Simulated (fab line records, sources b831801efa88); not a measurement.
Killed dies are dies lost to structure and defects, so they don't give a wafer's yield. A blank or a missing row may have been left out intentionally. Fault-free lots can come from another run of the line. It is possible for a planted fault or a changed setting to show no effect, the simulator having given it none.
fab line records	flow sky130
[record] lots = 24	wafers = 72	last-day = 50
route steps=708 shown CONTACT@431 METAL2@503 VIA2@522 METAL4@632 PAD_OPEN@702
lots that met no fault: from a run of the same line without faults
start-h: the number of hours between the record's first day and the start of the first shown wafer of the lot	wait-h: hours from the lot's prior step to this one	" identical to the entry in the row above	L1.1+2: one row covering several wafers at once	- no value present, or no start provided	* or withheld: withheld	< > ~ a bound
route shown NAME@n: NAME is a module with steps in the file, n the number in the route of the first one	usual: mean/standard deviation taken from wafers without a fault	same: alike in all rows	chamber/n: place in a boat	sites: readings site by site	_std_site: how widely they spread, as a standard deviation	_edge_site: inner sites' mean taken away from outer sites' mean	radius-mm: how far each site lies from the wafer's centre	mask NAME#n: copy n	behind: the last tool/chamber to shape the wafer	hold: what put the lot on hold/how long, in hours/how the hold closed	device: which transistor (n, p or np) failed to switch	end of line: the tests these same wafers got at the end of their route	a step with no rows: only its recipe	killed: dies lost to structure and defects at the first sort, not the wafer's yield	map: shows each die of a wafer: x if killed, . if not, _ if none is there
set.NAME: the setting as run; set.NAME@STEP: as run at that earlier step	model.NAME: the simulator's own value behind a step, which no gauge read
route steps across a sampled set of lots; one table per step, one row per wafer
services: a tool's chamber out of use, with start hour (start-h, from the record's first day; less than 0 if before it), hours out, and reason
[[steps]]
[step SKY_CONTACT_RS_MEAS_25]
[recipe] thk-meas-gauge = four-point-probe	reads = W_of_CONTACT_CVD_24+TiN_of_CONTACT_SPUTTER_23
[usual] CONTACT_W_RS = 0.338/0.0051
lot.wafer	tool	chamber	start-h	wait-h	CONTACT_W_RS[ohm/sq]
L074.1	film-metro-03	-	750.77	0.1	0.329
L074.4	"	-	"	"	0.338
L074.6	"	-	"	"	0.337
L075.2	film-metro-02	-	753.80	0.1	0.346
L075.3	"	-	"	"	0.335
L075.6	"	-	"	"	0.337
L076.3	film-metro-01	-	766.04	0.1	0.329
L076.5	"	-	"	"	0.338
L076.6	"	-	"	"	0.328
L077.3	film-metro-01	-	777.85	0.1	0.327
L077.4	"	-	"	"	0.340
L077.5	"	-	"	"	0.330
L079.1	film-metro-02	-	788.48	0.1	0.331
L079.4	"	-	"	"	0.343
L079.6	"	-	"	"	0.339
L078.1	film-metro-02	-	790.01	0.1	0.338
L078.4	"	-	"	"	0.327
L078.6	"	-	"	"	0.328
L080.2	film-metro-02	-	797.97	0.1	0.331
L080.4	"	-	"	"	0.329
L080.6	"	-	"	"	0.330
L081.2	film-metro-03	-	799.32	0.1	0.339
L081.3	"	-	"	"	0.342
L081.5	"	-	"	"	0.346
L082.2	film-metro-02	-	803.03	0.1	0.345
L082.5	"	-	"	"	0.346
L082.6	"	-	"	"	0.341
L084.4	film-metro-01	-	817.62	0.1	0.334
L084.5	"	-	"	"	0.339
L084.6	"	-	"	"	0.332
L083.2	film-metro-02	-	819.86	0.1	0.342
L083.5	"	-	"	"	0.343
L083.6	"	-	"	"	0.347
L085.1	film-metro-01	-	828.34	0.1	0.338
L085.5	"	-	"	"	0.341
L085.6	"	-	"	"	0.345
L086.2	film-metro-01	-	831.40	0.1	0.340
L086.5	"	-	"	"	0.334
L086.6	"	-	"	"	0.344
L087.2	film-metro-03	-	831.54	0.1	0.341
L087.3	"	-	"	"	0.340
L087.4	"	-	"	"	0.338
L088.1	film-metro-02	-	840.72	0.1	0.337
L088.2	"	-	"	"	0.336
L088.3	"	-	"	"	0.336
L089.3	film-metro-02	-	846.30	0.1	0.337
L089.4	"	-	"	"	0.348
L089.5	"	-	"	"	0.345
L090.2	film-metro-02	-	854.63	0.1	0.343
L090.3	"	-	"	"	0.338
L090.5	"	-	"	"	0.340
L091.1	film-metro-03	-	857.25	0.1	0.341
L091.3	"	-	"	"	0.344
L091.6	"	-	"	"	0.328
L092.2	film-metro-01	-	869.52	0.1	0.336
L092.3	"	-	"	"	0.337
L092.4	"	-	"	"	0.338
L093.1	film-metro-03	-	875.61	0.1	0.339
L093.3	"	-	"	"	0.338
L093.5	"	-	"	"	0.336
L094.2	film-metro-02	-	880.26	0.1	0.348
L094.3	"	-	"	"	0.333
L094.5	"	-	"	"	0.333
L095.1	film-metro-01	-	893.71	0.1	0.339
L095.3	"	-	"	"	0.332
L095.6	"	-	"	"	0.332
L096.1	film-metro-02	-	894.62	0.1	0.340
L096.3	"	-	"	"	0.337
L096.4	"	-	"	"	0.335
L097.1	film-metro-01	-	902.11	0.1	0.336
L097.3	"	-	"	"	0.339
L097.4	"	-	"	"	0.338
[step SKY_METAL2_STRIP_20]
[recipe] chemistry = O2/N2	power-w = 1400	pressure-mtorr = 1500	platen-temp-c = withheld	o2-flow-sccm = 3000	n2-flow-sccm = 300	overash-fraction = 0.5
[usual] drypump-motor-current-A = 5.6/0.31	oes-product-au = 0.341/0.0051	strip-time-to-endpoint-s = 2.65/0.062
lot.wafer	tool	chamber	start-h	wait-h	drypump-motor-current-A	oes-product-au	rf-hours-counter-h	strip-time-to-endpoint-s
L074.1	plasma-asher-01	0	835.18	0.1	5.5	0.336	65	2.66
L074.4	"	1	"	"	5.7	0.335	-	2.62
L074.6	"	0	"	"	5.6	0.349	-	2.67
L075.2	plasma-asher-02	1	837.73	0.1	6.0	0.340	40	2.58
L075.3	"	1	"	"	6.0	0.336	-	2.58
L075.6	"	1	"	"	6.0	0.332	-	2.52
L076.3	plasma-asher-03	0	849.59	0.1	5.1	0.345	-	2.73
L076.5	"	0	"	"	5.1	0.343	-	2.76
L076.6	"	1	"	"	5.8	0.346	-	2.78
L077.3	plasma-asher-03	1	860.24	0.1	5.9	0.340	-	2.67
L077.4	"	0	"	"	5.1	0.344	-	2.78
L077.5	"	1	"	"	5.9	0.342	-	2.70
L079.1	plasma-asher-03	0	871.08	0.1	5.1	0.344	111	2.65
L079.4	"	1	"	"	5.9	0.344	-	2.66
L079.6	"	1	"	"	5.9	0.328	-	2.55
L078.1	plasma-asher-02	1	871.26	0.1	6.0	0.340	43	2.68
L078.4	"	0	"	"	5.4	0.344	-	2.63
L078.6	"	0	"	"	5.4	0.338	-	2.68
L080.2	plasma-asher-02	0	878.38	0.1	5.4	0.335	44	2.61
L080.4	"	1	"	"	6.1	0.345	-	2.69
L080.6	"	1	"	"	6.0	0.335	-	2.59
L081.2	plasma-asher-02	1	880.32	0.1	6.0	0.343	44	2.65
L081.3	"	1	"	"	6.0	0.344	-	2.54
L081.5	"	0	"	"	5.4	0.337	-	2.62
L082.2	plasma-asher-02	0	884.07	0.1	5.4	0.341	44	2.54
L082.5	"	0	"	"	5.4	0.339	-	2.63
L082.6	"	1	"	"	6.0	0.341	-	2.55
L084.4	plasma-asher-01	0	896.96	0.1	5.5	0.338	-	2.61
L084.5	"	0	"	"	5.5	0.342	-	2.59
L084.6	"	1	"	"	5.7	0.333	-	2.57
L083.2	plasma-asher-02	1	900.34	0.1	6.0	0.343	46	2.58
L083.5	"	0	"	"	5.4	0.326	-	2.56
L083.6	"	1	"	"	6.0	0.337	-	2.61
L085.1	plasma-asher-03	0	908.41	0.1	5.1	0.339	115	2.63
L085.5	"	1	"	"	5.9	0.337	-	2.63
L085.6	"	0	"	"	5.2	0.339	-	2.62
L086.2	plasma-asher-01	1	910.51	0.1	5.7	0.339	72	2.66
L086.5	"	0	"	"	5.5	0.346	-	2.65
L086.6	"	1	"	"	5.7	0.348	-	2.68
L087.2	plasma-asher-02	0	910.83	0.1	5.4	0.343	47	2.61
L087.3	"	0	"	"	5.4	0.343	-	2.63
L087.4	"	1	"	"	6.0	0.342	-	2.61
L088.1	plasma-asher-03	1	920.08	0.1	5.9	0.337	116	2.68
L088.2	"	0	"	"	5.1	0.338	116	2.62
L088.3	"	0	"	"	5.1	0.335	-	2.67
L089.3	plasma-asher-02	1	925.94	0.1	6.0	0.349	-	2.62
L089.4	"	0	"	"	5.4	0.344	-	2.67
L089.5	"	0	"	"	5.4	0.347	-	2.64
L090.2	plasma-asher-01	1	932.41	0.1	5.7	0.352	75	2.70
L090.3	"	0	"	"	5.6	0.332	-	2.69
L090.5	"	0	"	"	5.6	0.351	-	2.72
L091.1	plasma-asher-03	1	936.17	0.1	5.9	0.335	118	2.63
L091.3	"	1	"	"	5.9	0.337	-	2.66
L091.6	"	1	"	"	5.9	0.341	-	2.66
L092.2	plasma-asher-02	0	947.72	0.1	5.4	0.339	50	2.66
L092.3	"	1	"	"	6.0	0.347	-	2.66
L092.4	"	0	"	"	5.4	0.340	-	2.65
L093.1	plasma-asher-02	1	954.02	0.1	6.0	0.340	51	2.72
L093.3	"	1	"	"	6.0	0.348	-	2.75
L093.5	"	1	"	"	6.0	0.339	-	2.68
L094.2	plasma-asher-02	0	957.73	0.1	5.4	0.342	51	2.72
L094.3	"	0	"	"	5.4	0.348	-	2.71
L094.5	"	1	"	"	6.0	0.339	-	2.72
L095.1	plasma-asher-02	1	971.92	0.1	6.0	0.340	53	2.66
L095.3	"	1	"	"	6.0	0.347	-	2.62
L095.6	"	1	"	"	6.0	0.342	-	2.65
L096.1	plasma-asher-01	1	973.08	0.1	5.7	0.339	79	2.62
L096.3	"	0	"	"	5.6	0.342	-	2.63
L096.4	"	1	"	"	5.7	0.335	-	2.63
L097.1	plasma-asher-03	1	979.93	0.1	5.9	0.341	122	2.55
L097.3	"	1	"	"	5.9	0.328	-	2.56
L097.4	"	0	"	"	5.1	0.345	-	2.68
[step SKY_VIA2_ETCH_15]
[recipe] target = SiO2	chemistry = C4F8/O2/Ar	target-depth-nm = 546	stop-on = TiN	mask-material = KrF-thick	source-w = 1500	bias-w = 1200	pressure-mtorr = 40	c4f8-flow-sccm = withheld	O2_flow_sccm = 6	Ar_flow_sccm = 300	time-s = 84
[usual] oes-product-au = 0.940/0.0048
lot.wafer	tool	chamber	start-h	wait-h	oes-product-au	rf-hours-counter-h
L074.1	rie-diel-04	1	861.76	0.0	0.947	1
L074.4	"	2	"	"	0.941	12
L074.6	"	0	"	"	0.938	-
L075.2	rie-diel-03	0	864.57	0.0	0.945	11
L075.3	"	2	"	"	0.926	16
L075.6	"	1	"	"	0.933	-
L076.3	rie-diel-02	2	876.09	0.0	0.942	12
L076.5	"	1	"	"	0.936	-
L076.6	"	0	"	"	0.939	-
L077.3	rie-diel-03	2	887.09	0.0	0.937	17
L077.4	"	1	"	"	0.942	15
L077.5	"	3	"	"	0.940	-
L079.1	rie-diel-02	1	897.11	0.0	0.939	7
L079.4	"	3	"	"	0.946	14
L079.6	"	2	"	"	0.944	-
L078.1	rie-diel-03	0	897.19	0.0	0.943	12
L078.4	"	1	"	"	0.938	16
L078.6	"	1	"	"	0.940	-
L080.2	rie-diel-03	2	904.64	0.0	0.940	17
L080.4	"	1	"	"	0.938	16
L080.6	"	0	"	"	0.939	-
L081.2	rie-diel-04	3	906.32	0.0	0.942	8
L081.3	"	1	"	"	0.938	2
L081.5	"	3	"	"	0.936	-
L082.2	rie-diel-04	3	910.04	0.0	0.943	9
L082.5	"	2	"	"	0.937	-
L082.6	"	3	"	"	0.935	-
L084.4	rie-diel-03	2	922.76	0.0	0.946	18
L084.5	"	3	"	"	0.942	-
L084.6	"	0	"	"	0.936	-
L083.2	rie-diel-04	3	926.04	0.0	0.943	9
L083.5	"	0	"	"	0.949	-
L083.6	"	3	"	"	0.941	-
L085.1	rie-diel-02	3	934.32	0.0	0.934	15
L085.5	"	1	"	"	0.940	-
L085.6	"	0	"	"	0.931	-
L086.2	rie-diel-02	1	936.46	0.0	0.951	8
L086.5	"	1	"	"	0.939	-
L086.6	"	2	"	"	0.944	-
L087.2	rie-diel-03	0	936.81	0.0	0.937	14
L087.3	"	3	"	"	0.940	24
L087.4	"	2	"	"	0.937	18
L088.1	rie-diel-04	3	946.62	0.0	0.946	9
L088.2	"	0	"	"	0.933	3
L088.3	"	1	"	"	0.937	3
L089.3	rie-diel-02	3	950.99	0.0	0.940	15
L089.4	"	2	"	"	0.945	14
L089.5	"	1	"	"	0.936	-
L090.2	rie-diel-02	3	958.24	0.0	0.936	16
L090.3	"	0	"	"	0.941	23
L090.5	"	1	"	"	0.939	-
L091.1	rie-diel-02	0	961.67	0.0	0.944	23
L091.3	"	2	"	"	0.947	14
L091.6	"	3	"	"	0.943	-
L092.2	rie-diel-04	2	973.46	0.0	0.938	15
L092.3	"	0	"	"	0.929	3
L092.4	"	2	"	"	0.933	-
L093.1	rie-diel-03	0	979.44	0.0	0.939	15
L093.3	"	3	"	"	0.947	25
L093.5	"	0	"	"	0.938	-
L094.2	rie-diel-04	0	983.70	0.1	0.936	-
L094.3	"	0	"	"	0.944	-
L094.5	"	0	"	"	0.931	-
L095.1	rie-diel-03	3	996.89	0.0	0.943	26
L095.3	"	1	"	"	0.941	18
L095.6	"	0	"	"	0.946	-
L096.1	rie-diel-04	2	998.17	0.0	0.939	15
L096.3	"	1	"	"	0.942	4
L096.4	"	3	"	"	0.934	11
L097.1	rie-diel-02	3	1004.72	0.0	0.944	17
L097.3	"	0	"	"	0.950	24
L097.4	"	1	"	"	0.935	10
[step SKY_VIA2_CVD_21]
[recipe] material = W	target-thk-nm = 420	time-s = 126.4	temp-c = 400	pressure-torr = 40
[usual] heater-power-w = 851/40
lot.wafer	tool	chamber	start-h	wait-h	heater-power-w
L074.1	cvd-w-01	1	862.48	0.0	791
L074.4	"	0	"	"	858
L074.6	"	0	"	"	827
L075.2	cvd-w-02	0	865.28	0.0	903
L075.3	"	0	"	"	876
L075.6	"	1	"	"	874
L076.3	cvd-w-02	0	876.87	0.1	905
L076.5	"	1	"	"	877
L076.6	"	0	"	"	907
L077.3	cvd-w-02	0	887.85	0.1	896
L077.4	"	1	"	"	862
L077.5	"	1	"	"	886
L079.1	cvd-w-01	0	897.83	0.0	853
L079.4	"	0	"	"	862
L079.6	"	0	"	"	848
L078.1	cvd-w-02	1	897.90	0.0	867
L078.4	"	0	"	"	893
L078.6	"	0	"	"	888
L080.2	cvd-w-01	0	905.40	0.1	839
L080.4	"	0	"	"	836
L080.6	"	0	"	"	867
L081.2	cvd-w-01	0	907.08	0.1	869
L081.3	"	0	"	"	846
L081.5	"	0	"	"	886
L082.2	cvd-w-01	0	911.02	0.2	856
L082.5	"	0	"	"	861
L082.6	"	0	"	"	867
L084.4	cvd-w-01	0	923.56	0.1	856
L084.5	"	1	"	"	777
L084.6	"	0	"	"	880
L083.2	cvd-w-01	0	926.76	0.0	852
L083.5	"	1	"	"	778
L083.6	"	0	"	"	864
L085.1	cvd-w-02	1	935.03	0.0	815
L085.5	"	0	"	"	887
L085.6	"	1	"	"	820
L086.2	cvd-w-01	0	937.18	0.0	867
L086.5	"	1	"	"	779
L086.6	"	0	"	"	872
L087.2	cvd-w-02	1	937.53	0.0	814
L087.3	"	0	"	"	875
L087.4	"	1	"	"	798
L088.1	cvd-w-02	1	947.33	0.0	831
L088.2	"	0	"	"	890
L088.3	"	0	"	"	904
L089.3	cvd-w-02	0	951.80	0.1	903
L089.4	"	1	"	"	816
L089.5	"	0	"	"	905
L090.2	cvd-w-02	1	958.95	0.0	834
L090.3	"	1	"	"	792
L090.5	"	0	"	"	897
L091.1	cvd-w-01	0	962.38	0.0	884
L091.3	"	0	"	"	866
L091.6	"	0	"	"	868
L092.2	cvd-w-01	0	974.18	0.0	869
L092.3	"	1	"	"	771
L092.4	"	0	"	"	878
L093.1	cvd-w-01	0	980.15	0.0	853
L093.3	"	0	"	"	877
L093.5	"	1	"	"	786
L094.2	cvd-w-01	0	984.51	0.0	866
L094.3	"	0	"	"	874
L094.5	"	0	"	"	856
L095.1	cvd-w-02	1	997.73	0.0	810
L095.3	"	1	"	"	817
L095.6	"	0	"	"	892
L096.1	cvd-w-02	0	998.89	0.0	911
L096.3	"	0	"	"	896
L096.4	"	1	"	"	806
L097.1	cvd-w-02	1	1005.45	0.0	820
L097.3	"	0	"	"	904
L097.4	"	1	"	"	836
[step SKY_METAL4_ETCH_16]
[recipe] chemistry = N2/H2	target = BARC	ion-energy-ev = 200	bias-w = 100	pressure-mtorr = 30	n2-flow-sccm = 100	h2-flow-sccm = 200	icp-w = 500	stop-on = SiO2	time-s = 88.2	target-depth-a = 600
[usual] drypump-motor-current-A = 5.7/0.56	oes-product-au = 0.625/0.0043	throttle-valve-pct = 13.205/0.0095
lot.wafer	tool	chamber	start-h	wait-h	drypump-motor-current-A	oes-product-au	rf-hours-counter-h	throttle-valve-pct
L074.1	rie-metal-04	1	991.86	0.0	6.1	0.623	5	13.209
L074.4	"	0	"	"	5.0	0.625	-	13.200
L074.6	"	0	"	"	5.0	0.626	-	13.220
L075.2	rie-metal-03	0	992.95	0.0	5.3	0.629	4	13.203
L075.3	"	1	"	"	5.6	0.627	-	13.211
L075.6	"	0	"	"	5.3	0.631	-	13.218
L076.3	rie-metal-01	1	1004.39	0.0	6.5	0.624	-	13.203
L076.5	"	1	"	"	6.6	0.624	-	13.206
L076.6	"	0	"	"	5.6	0.634	-	13.209
L077.3	rie-metal-03	1	1014.49	0.0	5.6	0.626	-	13.199
L077.4	"	0	"	"	5.3	0.617	-	13.208
L077.5	"	1	"	"	5.6	0.633	-	13.197
L078.1	rie-metal-04	1	1022.72	0.0	6.1	0.621	7	13.200
L078.4	"	1	"	"	6.1	0.621	-	13.202
L078.6	"	0	"	"	5.0	0.624	-	13.203
L079.1	rie-metal-01	1	1024.11	0.0	6.6	0.616	19	13.220
L079.4	"	0	"	"	5.7	0.626	-	13.206
L079.6	"	1	"	"	6.6	0.625	-	13.197
L080.2	rie-metal-04	1	1030.71	0.0	6.1	0.621	7	13.214
L080.4	"	0	"	"	5.0	0.621	-	13.206
L080.6	"	1	"	"	6.1	0.619	-	13.203
L081.2	rie-metal-04	0	1032.61	0.0	5.0	0.629	4	13.198
L081.3	"	1	"	"	6.1	0.621	-	13.214
L081.5	"	1	"	"	6.2	0.622	-	13.203
L082.2	rie-metal-01	1	1035.83	0.1	6.6	0.628	-	13.210
L082.5	"	1	"	"	6.5	0.624	-	13.197
L082.6	"	1	"	"	6.6	0.630	-	13.201
L084.4	rie-metal-04	1	1046.60	0.0	6.1	0.623	-	13.204
L084.5	"	0	"	"	5.0	0.629	-	13.221
L084.6	"	1	"	"	6.2	0.623	-	13.191
L083.2	rie-metal-04	0	1048.31	0.0	5.0	0.630	5	13.211
L083.5	"	1	"	"	6.2	0.617	-	13.195
L083.6	"	0	"	"	5.0	0.616	-	13.212
L085.1	rie-metal-01	1	1056.75	0.0	6.5	0.627	21	13.208
L085.5	"	1	"	"	6.5	0.627	-	13.213
L085.6	"	0	"	"	5.6	0.621	-	13.205
L086.2	rie-metal-04	1	1057.52	0.0	6.1	0.620	9	13.213
L086.5	"	1	"	"	6.1	0.624	-	13.212
L086.6	"	0	"	"	5.0	0.625	-	13.195
L087.2	rie-metal-04	1	1058.69	0.0	6.1	0.622	9	13.205
L087.3	"	1	"	"	6.1	0.623	-	13.212
L087.4	"	0	"	"	5.0	0.629	-	13.187
L088.1	rie-metal-04	1	1066.50	0.0	6.2	0.621	10	13.214
L088.2	"	0	"	"	5.0	0.626	7	13.199
L088.3	"	0	"	"	5.0	0.624	-	13.208
L089.3	rie-metal-04	1	1072.10	0.0	6.1	0.624	-	13.221
L089.4	"	0	"	"	5.0	0.626	-	13.221
L089.5	"	1	"	"	6.1	0.630	-	13.196
L090.2	rie-metal-04	1	1077.75	0.0	6.2	0.632	11	13.180
L090.3	"	0	"	"	5.0	0.629	-	13.217
L090.5	"	1	"	"	6.2	0.624	-	13.189
L091.1	rie-metal-04	0	1081.65	0.0	5.0	0.629	8	13.197
L091.3	"	0	"	"	5.0	0.624	-	13.206
L091.6	"	1	"	"	6.1	0.617	-	13.185
L092.2	rie-metal-01	1	1090.25	0.0	6.5	0.621	25	13.206
L092.3	"	1	"	"	6.5	0.632	-	13.194
L092.4	"	0	"	"	5.6	0.629	-	13.198
L093.1	rie-metal-04	1	1096.58	0.1	6.1	0.632	13	13.201
L093.3	"	1	"	"	6.1	0.632	-	13.208
L093.5	"	1	"	"	6.1	0.628	-	13.213
L094.2	rie-metal-03	0	1101.15	0.0	5.3	0.628	12	13.205
L094.3	"	0	"	"	5.3	0.621	-	13.192
L094.5	"	1	"	"	5.6	0.623	-	13.204
L095.1	rie-metal-04	1	1112.67	0.0	6.1	0.628	14	13.223
L095.3	"	0	"	"	5.0	0.633	-	13.207
L095.6	"	1	"	"	6.1	0.623	-	13.212
L096.1	rie-metal-04	1	1113.55	0.0	6.1	0.623	14	13.206
L096.3	"	1	"	"	6.1	0.628	-	13.221
L096.4	"	0	"	"	5.0	0.630	-	13.199
L097.1	rie-metal-04	1	1118.55	0.0	6.1	0.624	15	13.195
L097.3	"	1	"	"	6.1	0.617	-	13.194
L097.4	"	0	"	"	5.0	0.625	-	13.197
[step SKY_PAD_OPEN_STRIP_08]
[recipe] chemistry = O2/N2	power-w = 1400	pressure-mtorr = 1500	platen-temp-c = withheld	overash-fraction = 0.7	o2-flow-sccm = 3000	n2-flow-sccm = 300
[usual] drypump-motor-current-A = 5.6/0.34	oes-product-au = 0.663/0.0049	strip-time-to-endpoint-s = 37.09/0.12
lot.wafer	tool	chamber	start-h	wait-h	drypump-motor-current-A	oes-product-au	rf-hours-counter-h	strip-time-to-endpoint-s
L074.1	plasma-asher-03	0	1083.78	0.1	5.1	0.665	2	36.98
L074.4	"	1	"	"	5.8	0.663	-	36.92
L074.6	"	1	"	"	5.9	0.668	-	36.96
L075.2	plasma-asher-02	0	1085.13	0.1	5.4	0.669	65	36.98
L075.3	"	0	"	"	5.4	0.669	-	37.01
L075.6	"	1	"	"	6.0	0.667	-	36.95
L076.3	plasma-asher-03	1	1096.62	0.1	5.8	0.661	-	37.23
L076.5	"	0	"	"	5.1	0.665	-	37.13
L076.6	"	1	"	"	5.9	0.653	-	37.20
L077.3	plasma-asher-03	1	1104.46	0.1	5.8	0.661	-	37.03
L077.4	"	0	"	"	5.1	0.663	-	37.00
L077.5	"	0	"	"	5.1	0.667	-	37.09
L078.1	plasma-asher-03	0	1110.72	0.1	5.1	0.672	5	37.14
L078.4	"	0	"	"	5.1	0.660	-	37.01
L078.6	"	1	"	"	5.9	0.668	-	37.06
L079.1	plasma-asher-04	0	1113.12	0.1	5.4	0.659	36	37.15
L079.4	"	0	"	"	5.4	0.657	-	37.17
L079.6	"	0	"	"	5.4	0.672	-	37.14
L080.2	plasma-asher-04	0	1119.82	0.1	5.4	0.656	37	37.19
L080.4	"	0	"	"	5.4	0.654	-	37.07
L080.6	"	1	"	"	5.9	0.661	-	37.07
L081.2	plasma-asher-04	0	1121.73	0.1	5.4	0.660	37	37.31
L081.3	"	1	"	"	5.9	0.662	-	37.23
L081.5	"	0	"	"	5.4	0.663	-	37.31
L082.2	plasma-asher-02	0	1124.49	0.1	5.4	0.668	69	36.89
L082.5	"	1	"	"	6.0	0.655	-	36.98
L082.6	"	0	"	"	5.4	0.656	-	37.08
L084.4	plasma-asher-03	1	1133.65	0.0	5.9	0.652	-	37.18
L084.5	"	0	"	"	5.1	0.661	-	37.33
L084.6	"	1	"	"	5.8	0.662	-	37.12
L083.2	plasma-asher-03	0	1135.98	0.1	5.1	0.664	7	37.10
L083.5	"	0	"	"	5.1	0.663	-	36.99
L083.6	"	1	"	"	5.9	0.675	-	36.96
L085.1	plasma-asher-02	1	1143.43	0.1	6.0	0.665	71	37.27
L085.5	"	1	"	"	6.1	0.662	-	37.28
L085.6	"	0	"	"	5.4	0.656	-	37.30
L086.2	plasma-asher-04	0	1143.72	0.1	5.4	0.667	39	37.25
L086.5	"	1	"	"	5.9	0.669	-	37.16
L086.6	"	0	"	"	5.4	0.667	-	37.25
L087.2	plasma-asher-03	1	1144.72	0.1	5.9	0.664	8	37.05
L087.3	"	1	"	"	5.9	0.664	-	37.10
L087.4	"	0	"	"	5.1	0.657	-	37.03
L088.1	plasma-asher-03	1	1149.02	0.1	5.9	0.664	8	37.13
L088.2	"	0	"	"	5.1	0.669	8	37.23
L088.3	"	1	"	"	5.8	0.669	-	37.16
L089.3	plasma-asher-02	1	1154.77	0.1	6.1	0.662	-	37.36
L089.4	"	0	"	"	5.4	0.664	-	37.27
L089.5	"	0	"	"	5.4	0.654	-	37.36
L090.2	plasma-asher-03	0	1160.57	0.1	5.1	0.668	9	37.07
L090.3	"	1	"	"	5.8	0.665	-	37.00
L090.5	"	0	"	"	5.1	0.658	-	37.16
L091.1	plasma-asher-02	0	1162.74	0.1	5.4	0.665	73	37.06
L091.3	"	1	"	"	6.0	0.667	-	37.10
L091.6	"	1	"	"	6.0	0.654	-	37.21
L092.2	plasma-asher-02	1	1169.29	0.1	6.0	0.663	73	36.92
L092.3	"	1	"	"	6.0	0.662	-	36.91
L092.4	"	0	"	"	5.4	0.668	-	36.88
L093.1	plasma-asher-04	0	1175.93	0.1	5.4	0.669	42	36.97
L093.3	"	0	"	"	5.4	0.662	-	36.98
L093.5	"	0	"	"	5.4	0.658	-	36.96
L094.2	plasma-asher-03	0	1179.59	0.1	5.1	0.667	11	37.24
L094.3	"	0	"	"	5.1	0.664	-	37.10
L094.5	"	0	"	"	5.1	0.669	-	37.14
L095.1	plasma-asher-03	1	1188.17	0.1	5.9	0.666	12	36.95
L095.3	"	1	"	"	5.9	0.661	-	36.93
L095.6	"	0	"	"	5.1	0.668	-	36.95
L096.1	plasma-asher-03	1	1189.28	0.1	5.9	0.657	12	37.03
L096.3	"	1	"	"	5.9	0.667	-	37.01
L096.4	"	0	"	"	5.1	0.655	-	37.01
L097.1	plasma-asher-02	0	1192.84	0.1	5.4	0.656	75	37.04
L097.3	"	0	"	"	5.4	0.660	-	37.01
L097.4	"	1	"	"	6.0	0.665	-	36.87
[[services]]
tool	chamber	start-h	hours	kind
rie-diel-02	2	830.30	5.9	repair
rie-metal-04	0	833.56	19.6	repair
plasma-asher-02	-	850.81	1.6	repair
rie-metal-04	1	860.52	4.6	repair
rie-diel-02	-	867.33	0.3	repair
plasma-asher-03	-	877.54	2.7	repair
cvd-w-02	1	881.13	3.2	repair
cvd-w-01	-	893.63	1.3	repair
cvd-w-01	1	894.20	21.8	repair
cvd-w-02	-	904.00	14.0	pm
rie-diel-02	1	908.33	10.8	repair
plasma-asher-02	-	934.73	2.8	pm
cvd-w-01	1	945.56	2.8	repair
rie-diel-04	-	958.96	0.9	repair
rie-diel-02	0	970.00	3.6	repair
rie-diel-04	3	971.39	16.7	repair
plasma-asher-03	-	1055.25	9.0	pm
rie-metal-04	0	1083.74	28.2	repair
rie-metal-04	-	1105.14	0.3	repair
plasma-asher-03	-	1109.46	0.5	repair
plasma-asher-03	-	1115.73	8.5	repair
cvd-w-02	-	1117.96	6.9	pm
cvd-w-01	-	1124.86	6.9	pm
plasma-asher-02	-	1179.93	1.7	repair
[[key]]
fault none
